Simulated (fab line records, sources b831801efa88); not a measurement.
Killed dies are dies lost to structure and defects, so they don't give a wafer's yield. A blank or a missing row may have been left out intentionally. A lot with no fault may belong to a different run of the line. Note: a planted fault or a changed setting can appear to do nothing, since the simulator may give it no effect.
A struck lot beside a sound one ; flow sky130 ; 15 steps out of a route of 708
Sound: wafers L965.1, L965.4, L965.5. Struck: wafers L979.2, L979.5. (L979.6 of the same lot was not struck and is left out.) The cause comes at the end.
At each step with rows: each side's tool, then ch and its chambers, then its first start. Under that, the readings that differ: sound wafers ; struck wafers ; difference of the means ; sigmas: that difference in standard deviations of wafers without a fault.
alike: a reading whose means differ by less than 2 such deviations, as well as words and numbers matching on both sides. not compared: withheld readings; readings where some wafer has no value; bounds like >300 that might hide an equal value; numbers whose values overlap and for which the record gives no deviation.
Wherever a step has rows on one side only, a row that says differs or no value, or a row with sigmas, the two part there. Non-overlapping numbers with no deviation appear without sigmas and do not part them. A reading that every wafer of one side lacks parts them only if that side has two wafers or more.

first, 1 step without rows for these wafers: SKY_VIA1_ETCH_14 (etches BARC in N2/H2, stops on SiO2, time 45.9 s, target depth 60 nm).
SKY_VIA1_ETCH_15: etches SiO2 in C4F8/O2/Ar, stops on TiN, target depth 351 nm, time 54 s.
  sound on rie diel-03 ch 0,3, day 35 22:22; struck on rie diel-03 ch 2,3, day 40 02:16
  alike: oes product au
  not compared: rf hours counter h
SKY_VIA1_STRIP_16: strips in O2/N2.
  sound on plasma asher-04 ch 0,1, day 35 22:25; struck on plasma asher-04 ch 0,1, day 40 02:19
  alike: drypump motor current A, n2 flow sccm, oes product au, strip time to endpoint s
  not compared: rf hours counter h
then, 3 steps without rows for these wafers: SKY_VIA1_STRIP_17 (strips in post etch residue remover, time 1200 s); SKY_VIA1_CLEAN_18 (cleans in IPA, time 180 s); SKY_VIA1_CLEAN_19 (cleans in O3/DIW).
SKY_VIA1_SPUTTER_20: material TiN, target thk 20 nm, time 80 s.
  sound on pvd sputter-04 at day 35 23:02; struck on pvd sputter-03 at day 40 02:55
  alike: throttle valve pct
SKY_VIA1_CVD_21: deposits W, target thk 270 nm, time 80.902 s.
  sound on cvd w-01 ch 0,1, day 35 23:05; struck on cvd w-02 ch 1, day 40 02:58
  alike: heater power w
SKY_VIA1_RS_MEAS_22: measurement is done with a four-point probe.
  sound on film metro-01 at day 35 23:11; struck on film metro-01 at day 40 03:05
  alike: VIA1_W_RS
SKY_VIA1_THK_MEAS_23: measures by xrf.
  sound on film metro-01 at day 35 23:18; struck on film metro-01 at day 40 03:12
  alike: VIA1_W_THK
SKY_VIA1_CMP_24: polishes, stops on SiO2, t overpolish 15 s, target thk 0 nm.
  sound on cmp-02 ch 0,1,3, day 35 23:25; struck on cmp-02 ch 1, day 40 03:15
  alike: motor current A, overpolish run s, slurry flow ml min, time to endpoint s
then, 1 step without rows for these wafers: SKY_METAL2_SPUTTER_00 (material Ti, target thk 15 nm, time 10 s).
SKY_METAL2_SPUTTER_01: material TiN, target thk 20 nm, time 16.7 s.
  sound on pvd sputter-02 at day 35 23:41; struck on pvd sputter-02 at day 40 03:34
reading;sound;struck;difference;sigmas
model.TiN_of_METAL2_SPUTTER_01.thk nm (nm);19.88 20.06 20.03;14.67 14.56;-5.37;
  alike: throttle valve pct
then, 1 step without rows for these wafers: SKY_METAL2_SPUTTER_02 (material AlCu, target thk 250 nm, time 13.3 s).
-- the record jumps here: 10 days lie between the struck wafers' starts before and after (it left off in module METAL2 and takes up again in module PAD_OPEN, whose first step shown is number 708 of the route) --
SKY_PAD_OPEN_PROBE_99:
  sound on prober-02 at day 47 07:25; struck on prober-02 at day 50 08:20
  alike: defect limited yield, killed_at_M0_to_M3, killed_at_M4_up, killed at contacts, killed at front end, killed at other, killed dies, killed on rim, killed open, killed short, sort_bin_3_pad_short, sort_bin_5_function, sort_bin_6_memory, sort n pass, sort yield pct

WHERE THEY PART
Nowhere in this record.

WHY: what the simulator had put in
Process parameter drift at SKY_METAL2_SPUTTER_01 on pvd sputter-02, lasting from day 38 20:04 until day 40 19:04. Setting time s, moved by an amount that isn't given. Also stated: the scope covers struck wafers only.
